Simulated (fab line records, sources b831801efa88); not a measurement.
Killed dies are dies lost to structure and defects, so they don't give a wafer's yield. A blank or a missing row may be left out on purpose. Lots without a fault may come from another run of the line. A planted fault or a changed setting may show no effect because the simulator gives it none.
Which tool did it? | flow gf180mcu | 13 lots, 39 wafers sampled, at 5 steps of a route of 602

WHAT THE GAUGES READ, wafer by wafer
GF_LVPWELL_OVL_MEAS_07.
lot  | measured    | on         | LVPWELL_OVL (nm)
L399 | day 3 19:25 | overlay-01 | -2.6 0.3 -0.4
L403 | day 4 17:38 | overlay-02 | 1.5 1.4 0.1
L404 | day 5 04:01 | overlay-01 | -1.2 -1.4 -0.7
L405 | day 5 06:49 | overlay-01 | 1.2 -1.9 -0.6
L408 | day 5 23:46 | overlay-02 | -0.8 -1.0 -1.4
L409 | day 6 04:16 | overlay-02 | 0.5 0.6 0.6
L412 | day 6 19:20 | overlay-01 | 0.4 0.5 1.4
L413 | day 7 04:56 | overlay-01 | -1.3 -1.3 0.7
L414 | day 7 09:22 | overlay-01 | 2.0 0.8 2.3
L415 | day 7 14:05 | overlay-01 | -1.9 -1.6 -0.7
L416 | day 7 22:20 | overlay-02 | 3.0 0.2 2.2
L417 | day 8 01:29 | overlay-01 | -0.3 -0.3 -0.8
L422 | day 9 04:40 | overlay-01 | 0.7 0.5 0.6

GF_VT_IMPLANT_TW_MEAS_32.
lot  | measured     | on            | VT_IMPLANT_3_TW
L399 | day 6 20:26  | film_metro-03 | 270.2 271.5 272.2
L403 | day 7 21:42  | film_metro-03 | 271.5 272.2 271.2
L404 | day 8 09:23  | film_metro-03 | 274.1 271.8 272.4
L405 | day 8 13:20  | film_metro-04 | 272.1 272.3 274.5
L408 | day 9 06:11  | film_metro-03 | 271.5 271.8 271.7
L409 | day 9 13:47  | film_metro-02 | 264.3 263.0 264.8
L412 | day 10 03:25 | film_metro-03 | 274.1 273.4 273.2
L413 | day 10 17:29 | film_metro-03 | 273.3 271.9 273.3
L414 | day 10 19:44 | film_metro-04 | 310.0 311.0 311.3 311.3 311.4 313.0
L415 | day 11 01:38 | film_metro-02 | 305.0 304.6 304.0 304.8 303.0 304.9
L416 | day 11 13:07 | film_metro-03 | 270.9 272.4 273.2
L417 | day 11 14:23 | film_metro-03 | 309.5 308.1 311.9 311.2 310.4 309.3
L422 | day 13 00:17 | film_metro-04 | 271.6 272.4 272.2

GF_DUAL_GATE_OVL_MEAS_11.
lot  | measured     | on         | DUAL_GATE_OVL (nm)
L399 | day 8 06:55  | overlay-01 | -2.4 -2.0 0.2
L403 | day 9 14:23  | overlay-02 | -0.1 0.4 -1.2
L404 | day 9 23:28  | overlay-01 | -1.1 -0.6 0.6
L405 | day 10 04:47 | overlay-01 | -2.5 -0.7 -1.8
L408 | day 10 21:38 | overlay-02 | -1.4 -0.5 -0.1
L409 | day 11 04:32 | overlay-02 | 2.7 2.3 0.8
L412 | day 11 20:07 | overlay-01 | 1.4 1.3 1.1
L413 | day 12 10:13 | overlay-01 | -0.4 0.8 0.4
L414 | day 12 12:14 | overlay-01 | 1.2 0.7 0.9
L415 | day 12 19:35 | overlay-01 | 1.3 0.1 -1.2
L416 | day 13 05:46 | overlay-02 | 3.1 4.8 0.8
L417 | day 13 08:01 | overlay-01 | -1.6 -3.4 -2.5
L422 | day 14 23:35 | overlay-01 | 1.1 0.2 0.4

WHICH TOOL RAN EACH LOT (tool, then ch and the chambers of the sampled wafers, then the start)
lot  | GF_VT_IMPLANT_STRIP_09               | GF_VT_IMPLANT_IMPLANT_30
L399 | plasma_asher-01 ch 0,1, day 5 14:37  | implanter-01 ch 0, day 6 20:13
L403 | plasma_asher-01 ch 0,1, day 6 14:03  | implanter-04 ch 0, day 7 21:27
L404 | plasma_asher-04 ch 0,1, day 7 01:20  | implanter-02 ch 0, day 8 09:10
L405 | plasma_asher-03 ch 0,1, day 7 05:01  | implanter-01 ch 0, day 8 13:05
L408 | plasma_asher-01 ch 0,1, day 7 22:29  | implanter-02 ch 0, day 9 05:56
L409 | plasma_asher-01 ch 0,1, day 8 04:16  | implanter-04 ch 0, day 9 13:33
L412 | plasma_asher-04 ch 0,1, day 8 18:35  | implanter-04 ch 0, day 10 03:10
L413 | plasma_asher-03 ch 0,1, day 9 06:18  | implanter-02 ch 0, day 10 17:17
L414 | plasma_asher-03 ch 0,1, day 9 08:31  | implanter-04 ch 0, day 10 19:29
L415 | plasma_asher-03 ch 0,1, day 9 14:11  | implanter-04 ch 0, day 11 01:24
L416 | plasma_asher-03 ch 0,1, day 10 00:17 | implanter-02 ch 0, day 11 12:52
L417 | plasma_asher-04 ch 0,1, day 10 01:31 | implanter-04 ch 0, day 11 14:08
L422 | plasma_asher-04 ch 0,1, day 11 09:37 | implanter-01 ch 0, day 13 00:02
- GF_VT_IMPLANT_STRIP_09: strips in O2/N2.
- GF_VT_IMPLANT_IMPLANT_30

WHAT THE TOOLS THEMSELVES READ (means of the sampled wafers that have a number; where no wafer has one, the mark that the record gives instead)
GF_VT_IMPLANT_STRIP_09.
lot  | tool            | drypump_motor_current_A (A) | heater_power_w (W) | n2_flow_sccm (sccm) | oes_product_au (a.u.) | strip_time_to_endpoint_s (s)
L399 | plasma_asher-01 | 5.5                         | 314                | 299.8               | 0.719                 | 12.59
L403 | plasma_asher-01 | 5.5                         | 321                | 300.5               | 0.717                 | 12.66
L404 | plasma_asher-04 | 5.9                         | 372                | 300.0               | 0.716                 | 12.69
L405 | plasma_asher-03 | 5.6                         | 335                | 300.2               | 0.717                 | 12.62
L408 | plasma_asher-01 | 5.5                         | 315                | 300.3               | 0.715                 | 12.68
L409 | plasma_asher-01 | 5.5                         | 320                | 299.8               | 0.718                 | 12.65
L412 | plasma_asher-04 | 5.9                         | 372                | 299.8               | 0.715                 | 12.68
L413 | plasma_asher-03 | 5.7                         | 337                | 299.6               | 0.713                 | 12.63
L414 | plasma_asher-03 | 5.7                         | 340                | 299.1               | 0.716                 | 12.63
L415 | plasma_asher-03 | 5.7                         | 340                | 299.4               | 0.718                 | 12.64
L416 | plasma_asher-03 | 5.9                         | 373                | 299.9               | 0.717                 | 12.69
L417 | plasma_asher-04 | 5.7                         | 397                | 298.8               | 0.713                 | 12.65
L422 | plasma_asher-04 | 5.7                         | 396                | 300.0               | 0.717                 | 12.69

GF_VT_IMPLANT_IMPLANT_30.
lot  | tool         | dose_ions_cm2 | faraday_current_uA
L399 | implanter-01 | 2.5352e+12    | 14.15
L403 | implanter-04 | 2.5319e+12    | 14.43
L404 | implanter-02 | 2.5353e+12    | 14.30
L405 | implanter-01 | 2.5337e+12    | 13.98
L408 | implanter-02 | 2.5344e+12    | 14.11
L409 | implanter-04 | 2.5373e+12    | 14.39
L412 | implanter-04 | 2.5321e+12    | 14.19
L413 | implanter-02 | 2.5320e+12    | 14.28
L414 | implanter-04 | 3.9887e+12    | 22.38
L415 | implanter-04 | 3.9840e+12    | 22.47
L416 | implanter-02 | 2.5337e+12    | 14.17
L417 | implanter-04 | 3.9899e+12    | 22.05
L422 | implanter-01 | 2.5359e+12    | 14.43

THE ANSWER, worked out from the rows above alone
Rule: what is usual is taken from the lots themselves. Put in order of their means at a reading, lots are off if they are a third of the lots or fewer, leave a main group of 4 or more, and stand apart from it by a gap of 3 or more times the standard deviation of the main group's means; of several such gaps the widest counts. A main group whose means are all the same, to the digits that the tables above print for the reading, isn't used. A lot without any number at a reading at which 4 lots or more have one is off too. The other lots that the step has rows for count as sound. The gauges are gone through in route order, then the tools' own readings, and for those a lot's mean is taken as printed above. The first step at which some lot is off is used, and at that step the reading that is off furthest; a lot without a number counts as furthest.
Off: L414, L415, L417, at GF_VT_IMPLANT_TW_MEAS_32 (VT_IMPLANT_3_TW). The main group: mean 271.5, standard deviation 2.6.
A tool fits if, at a process step before that reading, it ran every lot that is off, and no sound lot after the first of them. The gauges at GF_VT_IMPLANT_TW_MEAS_32 aren't tried: what is off there is off at GF_VT_IMPLANT_IMPLANT_30 too, on other tools, and a gauge's error can't cause that. One fits: implanter-04 at GF_VT_IMPLANT_IMPLANT_30. Its last sound lot is L412 (day 10 03:10), its first lot that is off L414 (day 10 19:29): a fault that began between those two fits.
The tool's own readings at GF_VT_IMPLANT_IMPLANT_30 bear it out: on the lots that are off they differ by more than 5 times the standard deviation of the sound lots' means. dose_ions_cm2 reads 3.9875e+12 there against 2.5342e+12 on the sound lots; faraday_current_uA reads 22.30 there against 14.24 on the sound lots.

WHAT THE SIMULATOR HAD PUT IN
Process parameter drift: implanter-04, from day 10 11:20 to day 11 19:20, at GF_VT_IMPLANT_IMPLANT_30. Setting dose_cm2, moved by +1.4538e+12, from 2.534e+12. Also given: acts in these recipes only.
Lots struck among those shown: L414, L415, L417. The rule above found the same.
